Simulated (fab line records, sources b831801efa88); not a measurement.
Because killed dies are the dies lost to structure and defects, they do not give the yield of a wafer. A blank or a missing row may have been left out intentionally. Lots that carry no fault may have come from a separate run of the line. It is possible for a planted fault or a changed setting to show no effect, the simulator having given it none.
What tool caused it? | flow gf180mcu | 18 wafers sampled from 6 lots at 1 step of a route of 602

== WHAT THE GAUGES READ, wafer by wafer ==
GF_CONTACT_THK_MEAS_03.
lot  | measured     | on            | CONTACT_CVD_02_THK (nm)
L990 | day 17 00:31 | film metro-02 | 843 859 877
L993 | day 17 22:10 | film metro-03 | 864 843 861
L995 | day 18 16:44 | film metro-01 | 863 859 868
L103 | day 21 08:14 | film metro-02 | 859 879 876
L107 | day 22 18:53 | film metro-03 | 841 850 868
L109 | day 23 11:19 | film metro-01 | 853 864 875

== TOOL THAT RAN EACH LOT (tool first, then ch and the chambers of the sampled wafers, then the start) ==
Before these readings, the record contains no process step.

== THE ANSWER, worked out from the rows above alone ==
Rule: what is usual is taken from the lots themselves. The widest of any qualifying gaps counts: lots, ordered by their means at a reading, are off when they make up no more than a third of the lots, leave a main group of 4 or more, and stand apart from it by 3 or more times the standard deviation of that group's means. A main group is skipped when, at the precision printed for the reading in the tables above, its means are all equal. A lot without any number at a reading at which 4 lots or more have one is off too. All remaining lots with rows at the step are treated as sound.
None of the lots is off at any reading shown; this tells nothing.

== WHAT HAD BEEN PUT IN BY THE SIMULATOR ==
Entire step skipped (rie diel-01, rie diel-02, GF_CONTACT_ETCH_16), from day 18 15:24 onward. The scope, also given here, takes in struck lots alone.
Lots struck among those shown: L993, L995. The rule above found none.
